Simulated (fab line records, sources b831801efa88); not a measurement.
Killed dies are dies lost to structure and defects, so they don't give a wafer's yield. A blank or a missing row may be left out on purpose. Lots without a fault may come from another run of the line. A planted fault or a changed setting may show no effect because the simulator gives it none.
One fault seen from 2 desks | flow sky130 | each desk has only its own numbers; what lay behind them comes last

THE METROLOGY DESK
What the gauges read, lot by lot, whatever tool the lot ran on: means of the sampled wafers that have a number. A lot is out of limits, marked OUT, if its mean lies more than 4 standard deviations from the usual mean; the brackets give that distance.
Columns: A = SONOS_ONO_CVD_02_THK at SKY_SONOS_ONO_THK_MEAS_03, usual 10.51 nm; B = POLY_GATE_TW at SKY_RES_PROTECT_TW_MEAS_08, usual 4074
lot  | first seen here | A     | B
L686 | day 11 17:53    | 10.43 | 4078
L687 | day 12 00:25    | 10.50 | 4062
L697 | day 14 17:05    | 10.70 | 4065
L696 | day 14 17:05    | 10.75 | 4067
L698 | day 15 19:31    | 10.58 | 4080
L700 | day 16 03:40    | 10.67 | 4066
L701 | day 16 05:04    | 10.53 | 4082
L704 | day 17 22:02    | 10.45 | 4059
L705 | day 18 03:56    | 10.44 | 4078
L706 | day 18 07:29    | 10.73 | 4044
L707 | day 19 06:23    | 10.34 | 4061
L708 | day 19 11:56    | 10.65 | 4097
L709 | day 19 18:14    | 10.22 | 4071
This desk's finding: nothing out of limits on any of the 13 lots.

THE TOOL OWNER'S DESK: litho_track-02
The tool's own readings at SKY_POLY_GATE_SOFTBAKE_09 (time 90 s): means of the sampled wafers that have a number, for each lot that ran on this tool. A lot is out of limits, marked OUT, if its mean lies more than 4 standard deviations from the usual mean; the brackets give that distance.
Columns: A = chill_plate_temp_C at SKY_POLY_GATE_SOFTBAKE_09, usual 22.99 C; B = exhaust_pa at SKY_POLY_GATE_SOFTBAKE_09, usual 45.0 Pa; C = heater_power_total_W at SKY_POLY_GATE_SOFTBAKE_09, usual 57.34 W; D = plate_temp_C at SKY_POLY_GATE_SOFTBAKE_09, usual 100.01 C
lot  | first seen here | A     | B    | C               | D
L686 | day 15 20:00    | 22.95 | 45.5 | 57.41           | 100.21
L696 | day 19 07:00    | 22.93 | 46.1 | 55.74 (-13) OUT | 98.10 (-14) OUT
L697 | day 19 10:00    | 22.98 | 45.4 | 55.78 (-13) OUT | 98.12 (-14) OUT
This desk's finding: out of limits on L696, L697; first on L696, day 19 07:00 (heater_power_total_W at SKY_POLY_GATE_SOFTBAKE_09). In limits: L686.

PUT TOGETHER
The tool owner's desk could have raised an alarm at day 19 07:00, on L696, L697.
The metrology desk saw nothing out of limits.
The metrology desk has L696, L697 on record, within its limits.
Of the lots named, all ran SKY_POLY_GATE_SOFTBAKE_09 on litho_track-02.

WHAT THE SIMULATOR HAD PUT IN
Process parameter drift: litho_track-02, from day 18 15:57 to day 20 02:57, at SKY_POLY_GATE_SOFTBAKE_09. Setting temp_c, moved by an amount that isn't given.
Lots struck among those shown: L696, L697.
Hours from the fault's start to each desk's first reading out of limits: the tool owner's desk, 15.
